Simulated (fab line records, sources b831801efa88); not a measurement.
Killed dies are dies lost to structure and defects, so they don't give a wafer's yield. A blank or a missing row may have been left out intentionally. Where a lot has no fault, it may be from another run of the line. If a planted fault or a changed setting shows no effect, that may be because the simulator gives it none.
Comparing a struck lot with a sound one | flow sky130 | 15 out of 708 route steps
Sound: wafers L366.1, L366.2, L366.5. Wafers L373.2, L373.5, L373.6 were the ones struck. The cause comes at the end.
Per side, at each step with rows, come the tool, then ch with its chambers, and then its first start. Under that, the readings that differ: sound wafers | struck wafers | difference of the means | sigmas: that difference in standard deviations of wafers without a fault.
alike: readings whose means differ by less than 2 such deviations, and words and numbers that are the same on both sides. not compared: withheld readings, readings that some wafer has no value for, bounds like >300 that may hide the same value, and numbers for which the record gives no deviation and whose values overlap.
A row with sigmas, a row that says differs or no value, or rows on one side alone: a step with any of these is where the two part. When numbers do not overlap yet have no deviation, they are printed without sigmas and do not part them. A reading missing from all wafers of one side parts the sides only when that side holds two or more wafers.

SKY_FIELD_ISO_THK_MEAS_04:
  sound on film-metro-02 at day 3 01:23; struck on film-metro-03 at day 4 11:29
  alike: FIELD_ISO_CVD_03_THK
then, 8 steps without rows for these wafers: SKY_FIELD_ISO_DEHYDRATE_05 (time 60 s); SKY_FIELD_ISO_HMDS_06 (prime time 60 s); SKY_FIELD_ISO_COAT_07 (resist thk 60 nm); SKY_FIELD_ISO_COAT_08 (resist thk 450 nm); SKY_FIELD_ISO_SOFTBAKE_09 (time 90 s); SKY_FIELD_ISO_EXPOSE_10 (exposes mask FOM, target cd 150 nm); SKY_FIELD_ISO_PEB_11; SKY_FIELD_ISO_DEVELOP_12 (develop time 60 s).
SKY_FIELD_ISO_CD_MEAS_13: target cd 150 nm.
  sound on cd-sem-01 at day 3 16:53; struck on cd-sem-01 at day 5 05:10
  alike: cd-nm
SKY_FIELD_ISO_ETCH_14: etches BARC in N2/H2, stops on SiO2, time 45.9 s, target depth 60 nm.
  sound on rie-diel-04 ch 0,2,3, day 3 17:01; struck on rie-diel-03 ch 0,1,2, day 5 05:16
  alike: bias-w, drypump-motor-current-A, oes-product-au, throttle-valve-pct
  not compared: rf-hours-counter-h
SKY_FIELD_ISO_ETCH_15: etches the open film in CHF3/O2, stops on Si, target depth 180 nm, time 72 s.
  sound on rie-diel-04 ch 0,2,3, day 3 17:04; struck on rie-diel-03 ch 0,1,2, day 5 05:19
  alike: bias-w, drypump-motor-current-A, oes-product-au, throttle-valve-pct
  not compared: rf-hours-counter-h
SKY_FIELD_ISO_STRIP_16: strips in O2/N2.
  sound on plasma-asher-02 ch 0,1, day 3 17:07; struck on plasma-asher-02 ch 0,1, day 5 05:22
  reading                      | sound          | struck         | difference | sigmas
  strip-time-to-endpoint-s (s) | 3.49 3.53 3.53 | 3.30 3.33 3.37 | -0.18      | -5
  alike: drypump-motor-current-A, oes-product-au
  not compared: rf-hours-counter-h
SKY_FIELD_ISO_ETCH_17: etches Si in HBr/Cl2/O2, target depth 342 nm, time 97.7 s.
  sound on rie-si-01 ch 0,1, day 3 17:13; struck on rie-si-01 ch 0,1,2, day 5 05:28
  alike: bias-w, drypump-motor-current-A, oes-product-au, throttle-valve-pct
  not compared: rf-hours-counter-h
-- the record jumps here: 44 days lie between the struck wafers' starts before and after (it left off in module FIELD_ISO and takes up again in module PAD_OPEN, whose first step shown is number 708 of the route) --
SKY_PAD_OPEN_PROBE_99:
  sound on prober-01 at day 47 12:40; struck on prober-01 at day 49 14:07
  alike: killed_at_M0_to_M3, killed_at_M4_up, killed-at-contacts, killed-at-front-end, killed-at-other, killed-dies, killed-open, killed-short

## WHERE THEY PART
Only at SKY_FIELD_ISO_STRIP_16, as far as this record shows. Later steps at which nothing parts them and some readings are alike: SKY_FIELD_ISO_ETCH_17, SKY_PAD_OPEN_PROBE_99.

WHY: what the simulator had put in
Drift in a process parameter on plasma-asher-02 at SKY_FIELD_ISO_STRIP_16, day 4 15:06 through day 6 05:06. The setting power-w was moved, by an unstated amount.
